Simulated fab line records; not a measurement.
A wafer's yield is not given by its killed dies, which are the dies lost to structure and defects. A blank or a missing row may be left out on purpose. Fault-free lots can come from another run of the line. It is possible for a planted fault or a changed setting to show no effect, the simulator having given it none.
Which tool is to blame? :: flow sky130 :: 10 lots, 30 wafers sampled, at 1 step of a route of 708

## WHAT THE GAUGES SHOWED, per wafer
SKY_CAP2M_OVL_MEAS_12. Usual: CAP2M_OVL typically reads 0.2 nm, with standard deviation 1.2.
lot: L484
measured: day 42 08:26
on: overlay-01
CAP2M_OVL (nm): -0.5 -0.9 -0.5
flag: 

lot: L487
measured: day 42 23:39
on: overlay-02
CAP2M_OVL (nm): 3.5 2.8 3.0
flag: 

lot: L488
measured: day 43 02:07
on: overlay-01
CAP2M_OVL (nm): 1.1 0.5 1.2
flag: 

lot: L490
measured: day 43 14:33
on: overlay-01
CAP2M_OVL (nm): 0.4 0.1 -0.1
flag: 

lot: L491
measured: day 43 21:32
on: overlay-01
CAP2M_OVL (nm): 0.0 0.6 -0.2
flag: 

lot: L492
measured: day 44 11:03
on: overlay-02
CAP2M_OVL (nm): 1.4 0.6 1.0
flag: 

lot: L502
measured: day 47 00:07
on: overlay-01
CAP2M_OVL (nm): -1.1 -1.1 -0.3
flag: 

lot: L503
measured: day 47 01:08
on: overlay-01
CAP2M_OVL (nm): 1.0 0.6 2.6
flag: 

lot: L504
measured: day 47 03:38
on: overlay-01
CAP2M_OVL (nm): 0.6 2.7 1.0
flag: 

lot: L505
measured: day 47 11:40
on: overlay-02
CAP2M_OVL (nm): 0.9 1.3 0.5
flag: 

## WHICH TOOL RAN EACH LOT (tool, then ch and the chambers of the sampled wafers, then the start)
The record holds no process step before these readings.

## WHAT THE TOOLS THEMSELVES READ (means of the sampled wafers that have a number; where no wafer has one, the mark that the record gives instead)
The record holds no such reading with a usual standard deviation.

## THE ANSWER, worked out from the rows above alone
Rule: a lot is off if the mean of its wafers that have a number lies more than 3 standard deviations from the usual mean. A lot without any number at a reading at which 4 lots or more have one is off too. The other lots that the step has rows for count as sound. The gauges are gone through in route order, then the tools' own readings, and for those a lot's mean is taken as printed above. At the first step where some lot is off, the reading lying furthest off is the one used; lots without a number count as furthest.
None of the lots is off at any reading shown; this tells nothing.

## WHAT HAD BEEN PUT IN BY THE SIMULATOR
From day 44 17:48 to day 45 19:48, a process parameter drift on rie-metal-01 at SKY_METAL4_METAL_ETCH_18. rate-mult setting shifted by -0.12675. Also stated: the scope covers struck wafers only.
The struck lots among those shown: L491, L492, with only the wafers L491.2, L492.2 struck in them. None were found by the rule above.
